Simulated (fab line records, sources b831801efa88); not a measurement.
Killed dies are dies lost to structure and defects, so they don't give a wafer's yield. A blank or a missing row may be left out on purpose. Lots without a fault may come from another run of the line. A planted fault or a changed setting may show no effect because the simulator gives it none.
A struck lot beside a sound one | flow sky130 | 16 steps out of a route of 708
Sound: wafers L408.2, L408.4, L408.5. Struck: wafer L411.6. (L411.4, L411.5 of the same lot were not struck and are left out.) The cause comes at the end.
At each step with rows: each side's tool, then ch and its chambers, then its first start. Under that, the readings that differ: sound wafers | struck wafers | difference of the means | sigmas: that difference in standard deviations of wafers without a fault.
alike: readings whose means differ by less than 2 such deviations, and words and numbers that are the same on both sides. not compared: withheld readings, readings that some wafer has no value for, bounds like >300 that may hide the same value, and numbers for which the record gives no deviation and whose values overlap.
The two part at a step that has a row with sigmas, a row that says differs or no value, or rows on one side only. Numbers that don't overlap but have no deviation are shown without sigmas and don't part them. A reading that every wafer of one side lacks parts them only if that side has two wafers or more.

first, 8 steps without rows for these wafers: SKY_POLY_GATE_DEHYDRATE_05 (time 60 s); SKY_POLY_GATE_HMDS_06 (prime time 60 s); SKY_POLY_GATE_COAT_07 (resist thk 110 nm); SKY_POLY_GATE_COAT_08 (resist thk 450 nm); SKY_POLY_GATE_SOFTBAKE_09 (time 90 s); SKY_POLY_GATE_EXPOSE_10 (exposes mask P1M, target cd 150 nm); SKY_POLY_GATE_PEB_11; SKY_POLY_GATE_DEVELOP_12 (develop time 60 s).
SKY_POLY_GATE_CD_MEAS_13: target cd 150 nm.
  sound on cd_sem-01, day 18 21:50; struck on cd_sem-02, day 19 20:56
  alike: cd_nm
SKY_POLY_GATE_OVL_MEAS_14:
  sound on overlay-01, day 18 21:56; struck on overlay-01, day 19 21:01
  alike: POLY_GATE_OVL
SKY_POLY_GATE_ETCH_15: etches BARC in N2/H2, stops on SiO2, time 118.5 s, target depth 110 nm.
  sound on rie_diel-01 ch 1,2,3, day 18 21:58; struck on rie_diel-03 ch 3, day 19 21:02
  alike: drypump_motor_current_A, oes_product_au, throttle_valve_pct
  not compared: rf_hours_counter_h
SKY_POLY_GATE_ETCH_16: etches Si3N4 in CH3F/O2, stops on poly-Si, time 147.5 s, target depth 75 nm.
  sound on rie_diel-01 ch 1,2,3, day 18 22:03; struck on rie_diel-03 ch 3, day 19 21:07
  alike: drypump_motor_current_A, oes_product_au, throttle_valve_pct
  not compared: rf_hours_counter_h
SKY_POLY_GATE_ETCH_17: etches poly-Si in HBr/Cl2, stops on SiO2, target depth 180 nm, time 70.5 s.
  sound on rie_si-01 ch 0,1,3, day 18 22:09; struck on rie_si-01 ch 0, day 19 21:13
  reading                                          | sound                   | struck  | difference | sigmas
  oes_product_au (a.u.)                            | 0.983 0.995 1.000       | 0.877   | -0.116     | -15
  over_etch_frac                                   | 0.56667 0.56667 0.56667 | 0.89065 | +0.32398   |
  throttle_valve_pct (%)                           | 33.704 33.699 33.691    | 33.679  | -0.019     | -2
  model.KrF-thick_of_POLY_GATE_COAT_08.thk_nm (nm) | 140.7 138.6 138.2       | 113     | -26        |
  model.SiO2_of_SONOS_ONO_CVD_04.thk_nm (nm)       | 4.157 4.108 4.241       | 3.568   | -0.601     |
  alike: HBr_flow_sccm, drypump_motor_current_A
  not compared: rf_hours_counter_h
SKY_POLY_GATE_STRIP_18: strips in O2/N2.
  sound on plasma_asher-04 ch 1, day 18 22:13; struck on plasma_asher-03 ch 0, day 19 21:18
  reading                      | sound             | struck | difference | sigmas
  oes_product_au (a.u.)        | 0.368 0.365 0.353 | 0.349  | -0.013     | -3
  strip_time_to_endpoint_s (s) | 3.16 3.15 3.14    | 2.87   | -0.28      | -6
  alike: drypump_motor_current_A
  not compared: rf_hours_counter_h
then, 1 step without rows for these wafers: SKY_POLY_GATE_CLEAN_19 (cleans in SC1/SC2, time 150 s).
-- the record jumps here: 29 days lie between the struck wafers' starts before and after (it left off in module POLY_GATE and takes up again in module PAD_OPEN, whose first step shown is number 708 of the route) --
SKY_PAD_OPEN_PROBE_99:
  sound on prober-01, day 48 00:59; struck on prober-02, day 48 16:44
  reading                         | sound             | struck | difference | sigmas
  model.etest.tip_sonos.rs_ohm_sq | 2694 2736 2684    | 2590   | -115       |
  model.etest.tip_n.rs_ohm_sq     | 449.2 446.9 450.1 | 431.9  | -16.8      |
  alike: killed_at_M0_to_M3, killed_at_M4_up, killed_at_contacts, killed_at_front_end, killed_at_other, killed_dies, killed_open, killed_short

WHERE THEY PART
First at SKY_POLY_GATE_ETCH_17; last, within this record, at SKY_POLY_GATE_STRIP_18. Later steps at which nothing parts them and some readings are alike: SKY_PAD_OPEN_PROBE_99.

WHY: what the simulator had put in
Process parameter drift: rie_si-01, from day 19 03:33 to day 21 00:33, at SKY_POLY_GATE_ETCH_17. Setting over_etch_frac, moved by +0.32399, from 0.56667. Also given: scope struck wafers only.
